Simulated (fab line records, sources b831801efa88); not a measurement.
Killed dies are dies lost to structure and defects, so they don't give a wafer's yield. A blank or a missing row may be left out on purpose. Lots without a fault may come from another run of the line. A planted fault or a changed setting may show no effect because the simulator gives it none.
Chamber matching | flow gf180mcu | GF_V4_CMP_04 on cmp-01: 4 sister chambers
The step polishes SiO2. 7 wafers are shown with their chamber, then 10 later ones without.

WAFERS WITH THEIR CHAMBER
wafer  | chamber | motor_current_A (A) | time_to_endpoint_s (s)
L074.3 | 3       | 10.0                | 69
L080.1 | 2       | 13.1                | 75
L082.1 | 1       | 9.5                 | 75
L082.2 | 0       | 11.2                | 90
L082.5 | 2       | 12.6                | 81
L087.1 | 0       | 11.1                | 74
L087.2 | 1       | 10.0                | 74

WAFERS WITHOUT THEIR CHAMBER
wafer  | motor_current_A (A) | time_to_endpoint_s (s)
L087.4 | 13.6                | 84
L094.2 | 10.2                | 83
L094.3 | 13.2                | 81
L094.5 | 10.9                | 97
L096.3 | 10.4                | 79
L096.4 | 10.5                | 77
L096.6 | 10.7                | 81
L097.2 | 9.9                 | 78
L097.3 | 10.7                | 78
L097.4 | 13.4                | 83

WHICH CHAMBER EACH WENT THROUGH
wafer  | from the rows above          | in truth
L087.4 | 2                            | 2
L094.2 | can't be placed: 1 or 3 or 0 | 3
L094.3 | 2                            | 2
L094.5 | 0                            | 0
L096.3 | can't be placed: 3 or 1 or 0 | 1
L096.4 | can't be placed: 3 or 0 or 1 | 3
L096.6 | can't be placed: 0 or 3 or 1 | 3
L097.2 | can't be placed: 1 or 3      | 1
L097.3 | can't be placed: 0 or 3 or 1 | 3
L097.4 | 2                            | 2
Placed correctly: 4 of 10. Can't be placed from these rows: 6 (the true chamber is among the candidates in 6). Placed wrongly: 0.
How it was worked out, from the rows above alone: a wafer's distance from a chamber is the root of the sum, over the readings, of the square of ((its reading less the chamber's mean) divided by the reading's scatter). The wafer belongs to the nearest chamber; if the next one is less than 2 further off, it can't be placed. A chamber's mean is the mean of its shown wafers. The scatter: the root of (the sum of the squares of (reading less its chamber's mean) over the shown wafers, divided by (wafers less chambers)).
